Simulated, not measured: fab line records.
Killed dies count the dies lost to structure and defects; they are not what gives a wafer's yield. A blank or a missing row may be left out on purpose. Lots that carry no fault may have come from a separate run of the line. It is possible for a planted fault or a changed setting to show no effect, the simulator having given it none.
Matching of chambers / flow sky130 / rieDiel-02 running SKY_CONTACT_ETCH_17: 4 sister chambers
The step etches SiO2 in C4F8/O2/Ar, stops on Si3N4, target depth 340 nm. 4 wafers are shown with their chamber, then 7 later ones without.

WAFERS WITH THEIR CHAMBER
wafer=L232.3; chamber=2; oesProductAu (a.u.)=0.899
wafer=L236.6; chamber=0; oesProductAu (a.u.)=0.890
wafer=L225.1; chamber=3; oesProductAu (a.u.)=0.895
wafer=L225.2; chamber=1; oesProductAu (a.u.)=0.898

WAFERS MISSING THEIR CHAMBER
wafer=L225.3; oesProductAu (a.u.)=0.892
wafer=L226.1; oesProductAu (a.u.)=0.881
wafer=L226.3; oesProductAu (a.u.)=0.889
wafer=L226.4; oesProductAu (a.u.)=0.891
wafer=L230.1; oesProductAu (a.u.)=0.890
wafer=L230.3; oesProductAu (a.u.)=0.878
wafer=L230.6; oesProductAu (a.u.)=0.893

WHICH CHAMBER EACH ONE RAN IN
wafer=L225.3; from the rows above=can't be placed: 0 or 3 or 1 or 2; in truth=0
wafer=L226.1; from the rows above=can't be placed: 0 or 3 or 1 or 2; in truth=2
wafer=L226.3; from the rows above=can't be placed: 0 or 3 or 1 or 2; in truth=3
wafer=L226.4; from the rows above=can't be placed: 0 or 3 or 1 or 2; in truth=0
wafer=L230.1; from the rows above=can't be placed: 0 or 3 or 1 or 2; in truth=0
wafer=L230.3; from the rows above=can't be placed: 0 or 3 or 1 or 2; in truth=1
wafer=L230.6; from the rows above=can't be placed: 3 or 0 or 1 or 2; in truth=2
0 of 7 placed correctly. Can't be placed from these rows: 7 (the true chamber is among the candidates in 7). Number placed wrongly: 0.
How it was worked out, from the rows above alone: a wafer's distance from a chamber is the root of the sum, over the readings, of the square of ((its reading less the chamber's mean) divided by the reading's scatter). If the next closest chamber is less than 2 further off than the closest, the wafer can't be placed; otherwise it belongs to the closest. The mean given for a chamber averages the wafers shown for that chamber. The scatter: with one shown wafer a chamber, the root of the mean of the squares of how far each hidden wafer lies from its nearest shown one.
